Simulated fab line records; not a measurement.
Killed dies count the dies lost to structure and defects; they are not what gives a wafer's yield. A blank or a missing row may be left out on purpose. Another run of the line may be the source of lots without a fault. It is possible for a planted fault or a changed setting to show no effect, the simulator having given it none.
Chamber matching ; flow gf180mcu ; GF_V1_CMP_04 on cmp-01: 4 sister chambers
The step polishes SiO2. 20 wafers are shown with their chamber, then 10 later ones without.

== WAFERS WITH THEIR CHAMBER ==
wafer;chamber;motor-current-A (A);time-to-endpoint-s (s);slurry-flow-ml-min
L475.2;0;11.6;81;150.4
L475.3;1;12.7;87;150.2
L475.6;2;11.4;93;150.5
L476.1;0;11.4;79;150.7
L476.4;1;12.6;85;150.5
L476.6;3;12.1;86;149.6
L478.1;1;13.0;76;149.9
L478.3;0;11.9;79;150.1
L478.5;3;12.8;81;150.2
L480.1;3;12.3;103;149.8
L480.2;1;13.3;74;149.6
L480.5;3;12.4;82;150.1
L491.2;1;12.6;70;150.4
L491.3;0;11.7;81;149.6
L491.4;3;12.7;80;150.7
L493.3;1;12.9;74;150.2
L493.4;2;11.6;75;149.7
L493.6;0;11.6;80;150.3
L494.1;0;11.7;76;150.6
L494.4;3;12.4;89;150.3

SIGNATURES, as means of the wafers listed above
reading;chamber 0;chamber 1;chamber 2;chamber 3;scatter within a chamber
motor-current-A;11.650;12.850;11.500;12.450;0.233
time-to-endpoint-s;79.33;77.67;84.00;86.83;6.98
slurry-flow-ml-min;150.283;150.133;150.100;150.117;0.388
Rule: for a wafer and a chamber, the distance is found by dividing, reading by reading, the gap between the wafer's reading and the chamber's mean by the reading's scatter, squaring, summing and taking the root. The wafer belongs to the nearest chamber; if the next one is less than 2 further off, it can't be placed. How the scatter is found: for the shown wafers, subtract from each reading the mean of its chamber, square and add these, divide the total by (wafers less chambers), then take the root.

== WAFERS WITHOUT THEIR CHAMBER ==
wafer;motor-current-A (A);time-to-endpoint-s (s);slurry-flow-ml-min
L494.6;13.2;75;149.7
L495.1;11.9;81;149.8
L495.3;13.0;78;149.9
L495.6;12.9;85;149.3
L496.1;13.3;80;150.3
L496.3;12.4;76;149.9
L496.6;11.7;86;149.7
L497.2;12.4;84;150.2
L497.4;11.7;90;150.0
L497.5;11.5;94;150.2

== WHICH CHAMBER EACH WENT THROUGH ==
wafer;from the rows above;in truth
L494.6;can't be placed: 1 or 3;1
L495.1;can't be placed: 0 or 2 or 3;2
L495.3;can't be placed: 1 or 3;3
L495.6;can't be placed: 1 or 3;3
L496.1;can't be placed: 1 or 3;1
L496.3;can't be placed: 3 or 1 or 0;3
L496.6;can't be placed: 2 or 0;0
L497.2;can't be placed: 3 or 1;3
L497.4;can't be placed: 2 or 0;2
L497.5;can't be placed: 2 or 0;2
Correct placement for 0 of the 10. Cannot be placed on the basis of these rows: 10; the candidates contain the true chamber in 10. Number placed wrongly: 0.
